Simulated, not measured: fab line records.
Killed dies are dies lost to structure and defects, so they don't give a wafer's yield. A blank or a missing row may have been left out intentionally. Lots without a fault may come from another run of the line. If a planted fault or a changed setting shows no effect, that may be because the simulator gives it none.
Which of the tools did it? / flow sky130 / Sampling: 14 lots, 42 wafers, 2 of 708 route steps

## WHAT EACH GAUGE READ, for each wafer
The record holds no reading of a measuring or inspecting step that can be judged against a usual standard deviation.

## WHICH TOOL RAN EACH LOT (tool, then ch and the chambers of the sampled wafers, then the start)
lot=L896; SKY_FIELD_ISO_OXIDATION_01=furnace-01 ch 0, day 1 10:07; SKY_NWELL_CLEAN_00=wet-bench-02 ch 3, day 2 14:29
lot=L898; SKY_FIELD_ISO_OXIDATION_01=furnace-01 ch 0, day 1 20:07; SKY_NWELL_CLEAN_00=wet-bench-02 ch 3, day 2 20:18
lot=L902; SKY_FIELD_ISO_OXIDATION_01=furnace-01 ch 0, day 2 16:07; SKY_NWELL_CLEAN_00=wet-bench-04 ch 0, day 3 22:11
lot=L904; SKY_FIELD_ISO_OXIDATION_01=furnace-01 ch 0, day 3 02:17; SKY_NWELL_CLEAN_00=wet-bench-04 ch 2, day 4 05:22
lot=L905; SKY_FIELD_ISO_OXIDATION_01=furnace-01 ch 0, day 3 07:40; SKY_NWELL_CLEAN_00=wet-bench-04 ch 3, day 4 08:52
lot=L909; SKY_FIELD_ISO_OXIDATION_01=furnace-01 ch 0, day 4 03:07; SKY_NWELL_CLEAN_00=wet-bench-01 ch 1, day 5 04:32
lot=L910; SKY_FIELD_ISO_OXIDATION_01=furnace-01, day 4 08:07; SKY_NWELL_CLEAN_00=-
lot=L911; SKY_FIELD_ISO_OXIDATION_01=furnace-02, day 4 15:46; SKY_NWELL_CLEAN_00=-
lot=L914; SKY_FIELD_ISO_OXIDATION_01=furnace-01 ch 0, day 5 04:07; SKY_NWELL_CLEAN_00=wet-bench-04 ch 1, day 6 08:11
lot=L915; SKY_FIELD_ISO_OXIDATION_01=furnace-02 ch 0, day 5 11:29; SKY_NWELL_CLEAN_00=wet-bench-01 ch 2, day 6 13:59
lot=L916; SKY_FIELD_ISO_OXIDATION_01=furnace-01 ch 0, day 5 18:37; SKY_NWELL_CLEAN_00=wet-bench-01 ch 0, day 6 23:22
lot=L917; SKY_FIELD_ISO_OXIDATION_01=furnace-02 ch 0, day 5 21:25; SKY_NWELL_CLEAN_00=wet-bench-04 ch 3, day 7 03:14
lot=L918; SKY_FIELD_ISO_OXIDATION_01=furnace-02 ch 0, day 6 00:07; SKY_NWELL_CLEAN_00=wet-bench-04 ch 3, day 7 04:44
lot=L919; SKY_FIELD_ISO_OXIDATION_01=furnace-01 ch 0, day 6 06:43; SKY_NWELL_CLEAN_00=wet-bench-04 ch 1, day 7 13:03
- SKY_FIELD_ISO_OXIDATION_01: stabilise 600 s, purge 300 s, target thk 12 nm.
- SKY_NWELL_CLEAN_00: cleans in SC1/SC2, time 150 s.

## WHAT THE TOOLS THEMSELVES READ (means of the sampled wafers that have a number; where no wafer has one, the mark that the record gives instead)
SKY_FIELD_ISO_OXIDATION_01. Usual: ox-temp-c 900.0 C, standard deviation 0.4; ox-temp-c-max 903.7, standard deviation 0.79; zone-power-lower-pct 17.6 %, standard deviation 1.3.
lot=L896; tool=furnace-01; ox-temp-c (C)=900.4; ox-temp-c-max=903.6; zone-power-lower-pct (%)=18.7; flag=
lot=L898; tool=furnace-01; ox-temp-c (C)=900.7; ox-temp-c-max=904.7; zone-power-lower-pct (%)=18.7; flag=
lot=L902; tool=furnace-01; ox-temp-c (C)=900.2; ox-temp-c-max=904.8; zone-power-lower-pct (%)=18.7; flag=
lot=L904; tool=furnace-01; ox-temp-c (C)=899.5; ox-temp-c-max=903.7; zone-power-lower-pct (%)=18.8; flag=
lot=L905; tool=furnace-01; ox-temp-c (C)=899.6; ox-temp-c-max=903.8; zone-power-lower-pct (%)=18.8; flag=
lot=L909; tool=furnace-01; ox-temp-c (C)=900.1; ox-temp-c-max=903.5; zone-power-lower-pct (%)=18.5; flag=
lot=L910; tool=furnace-01; ox-temp-c (C)=-; ox-temp-c-max=-; zone-power-lower-pct (%)=-; flag=OFF
lot=L911; tool=furnace-02; ox-temp-c (C)=-; ox-temp-c-max=-; zone-power-lower-pct (%)=-; flag=OFF
lot=L914; tool=furnace-01; ox-temp-c (C)=899.9; ox-temp-c-max=903.7; zone-power-lower-pct (%)=18.8; flag=
lot=L915; tool=furnace-02; ox-temp-c (C)=900.1; ox-temp-c-max=903.2; zone-power-lower-pct (%)=16.2; flag=
lot=L916; tool=furnace-01; ox-temp-c (C)=899.7; ox-temp-c-max=903.7; zone-power-lower-pct (%)=18.7; flag=
lot=L917; tool=furnace-02; ox-temp-c (C)=899.6; ox-temp-c-max=902.5; zone-power-lower-pct (%)=16.5; flag=
lot=L918; tool=furnace-02; ox-temp-c (C)=900.1; ox-temp-c-max=903.9; zone-power-lower-pct (%)=16.2; flag=
lot=L919; tool=furnace-01; ox-temp-c (C)=900.2; ox-temp-c-max=903.9; zone-power-lower-pct (%)=18.7; flag=

SKY_NWELL_CLEAN_00. Usual: bath-guard-temp-C 70.1 C, standard deviation 0.48; bath-heat-duty-pct 13.8 %, standard deviation 1.2.
lot=L896; tool=wet-bench-02; bath-guard-temp-C (C)=70.8; bath-heat-duty-pct (%)=15.0; flag=
lot=L898; tool=wet-bench-02; bath-guard-temp-C (C)=70.9; bath-heat-duty-pct (%)=14.5; flag=
lot=L902; tool=wet-bench-04; bath-guard-temp-C (C)=69.5; bath-heat-duty-pct (%)=12.7; flag=
lot=L904; tool=wet-bench-04; bath-guard-temp-C (C)=69.6; bath-heat-duty-pct (%)=14.4; flag=
lot=L905; tool=wet-bench-04; bath-guard-temp-C (C)=70.6; bath-heat-duty-pct (%)=12.8; flag=
lot=L909; tool=wet-bench-01; bath-guard-temp-C (C)=69.6; bath-heat-duty-pct (%)=12.7; flag=
lot=L914; tool=wet-bench-04; bath-guard-temp-C (C)=70.0; bath-heat-duty-pct (%)=14.2; flag=
lot=L915; tool=wet-bench-01; bath-guard-temp-C (C)=69.8; bath-heat-duty-pct (%)=12.0; flag=
lot=L916; tool=wet-bench-01; bath-guard-temp-C (C)=69.8; bath-heat-duty-pct (%)=14.5; flag=
lot=L917; tool=wet-bench-04; bath-guard-temp-C (C)=70.8; bath-heat-duty-pct (%)=13.4; flag=
lot=L918; tool=wet-bench-04; bath-guard-temp-C (C)=70.6; bath-heat-duty-pct (%)=12.3; flag=
lot=L919; tool=wet-bench-04; bath-guard-temp-C (C)=70.3; bath-heat-duty-pct (%)=14.6; flag=

## THE ANSWER, worked out from the rows above alone
Rule: a lot is off if the mean of its wafers that have a number lies more than 3 standard deviations from the usual mean. A lot without any number at a reading at which 4 lots or more have one is off too. The other lots that the step has rows for count as sound. Order of review: gauges by route order, followed by the tools' own readings, for which a lot's mean as printed above is used. The first step at which some lot is off is used, and at that step the reading that is off furthest; a lot without a number counts as furthest.
Off: L910, L911 (SKY_FIELD_ISO_OXIDATION_01, ox-temp-c). Without a number there: L910, L911.
A tool fits if, at that step or a process step before it, it ran every lot that is off, and no sound lot after the first of them. No candidate that was tried fits.

## WHAT THE SIMULATOR HAD PUT IN
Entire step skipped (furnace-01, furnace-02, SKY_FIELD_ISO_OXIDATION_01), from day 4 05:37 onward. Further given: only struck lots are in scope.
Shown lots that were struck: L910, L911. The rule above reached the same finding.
